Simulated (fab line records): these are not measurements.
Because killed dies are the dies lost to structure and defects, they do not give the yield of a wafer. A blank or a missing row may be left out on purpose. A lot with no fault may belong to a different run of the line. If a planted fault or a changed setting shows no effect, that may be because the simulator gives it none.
Code-filled problem report in 8D (eight disciplines) form | flow gf180mcu | the parts of the form that need people (team, actions taken, sign-off) are left out

1. THE PROBLEM
Across 5 wafers from 2 lots, V1_W_RS at GF_V1_RS_MEAS_24 averages 0.397 ohm/sq, while fault-free wafers read 0.331 ohm/sq with a standard deviation of 0.0041. Relative to the usual mean, that is a shift of +16 standard deviations.
The step: measures by four-point-probe.
First seen on wafer L305.1, day 22 08:25, on filmMetro-02. At this step, 33 wafers from 11 lots have a number in the record. Rule for "out", or "out of limits": more than 4 standard deviations from the usual mean. The other wafers with a number count as sound.

2. WHAT IT IS; WHAT IT IS NOT
question                    | is                                     | is not
which readings at this step | V1_W_RS                                | -
which lots                  | L305, L307                             | L294, L295, L296, L297, L298, L310, L313, L314, L316
which wafers of those lots  | L305.1, L305.6, L307.1, L307.3, L307.6 | L305.5
read on which gauges        | filmMetro-02, filmMetro-03             | filmMetro-04
when                        | from day 22 08:25                      | up to then (16 sound wafers); but 12 sound wafers of L310, L313, L314, L316 came after

3. WHAT RULES OUT EACH SUSPECT
Counting: a tool at a process step up to the reading stays a suspect if it ran every lot that is out. Sound lots after the first of them don't rule it out here, since some wafers of a struck lot are sound.
- the gauge at GF_V1_RS_MEAS_24: ruled out. 2 gauges (filmMetro-02, filmMetro-03) read the wafers that are out.
- cvdW-02 at GF_V1_CVD_23 (deposits W, target thk 350 nm, time 105.05 s): kept. Ran every lot that is out, first one L305 (day 22 08:19); last sound lot up to then L298 (day 19 11:40).
- The sound lot-mates ran in chamber 1 of cvdW-02 at GF_V1_CVD_23, but the wafers that are out ran in chamber 0.
The count leaves cvdW-02 at GF_V1_CVD_23.

4. THE CAUSE (what the simulator had put in)
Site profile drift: cvdW-02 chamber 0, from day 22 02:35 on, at GF_V1_CVD_23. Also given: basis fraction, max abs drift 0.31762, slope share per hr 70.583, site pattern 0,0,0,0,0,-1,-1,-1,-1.
After counting, this tool was the only one left.

5. THE EFFECT CHAIN, in route order
Each row: a reading where the mean over the struck wafers with a number is more than 3 standard deviations away from the usual. Only readings whose record carries a usual standard deviation are examined. hours: median over the lots of the time between each lot's start at the first step of this table that gives one and its start at this step. sigmas: the change, counted in usual standard deviations.
hours | step              | reading  | usual        | on struck wafers | change | sigmas
0     | GF_V1_RS_MEAS_24  | V1_W_RS  | 0.331 ohm/sq | 0.397            | +0.066 | +16
0     | GF_V1_THK_MEAS_25 | V1_W_THK | 349 nm       | 301              | -48    | -9.2

6. HOW IT WOULD HAVE BEEN CAUGHT EARLIER
In this record the first reading out of limits at a measuring or inspecting step was taken at day 22 08:25, 6 hours after the fault began at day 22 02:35.
No tool reading at GF_V1_CVD_23 that has a usual standard deviation in the record was out on any struck wafer, so an alarm limit of 4 standard deviations on those readings would not have fired.
Lots out: 2; of these, L307 started GF_V1_CVD_23 on cvdW-02 after day 22 08:25. It would have been spared by a hold on the tool at that moment.
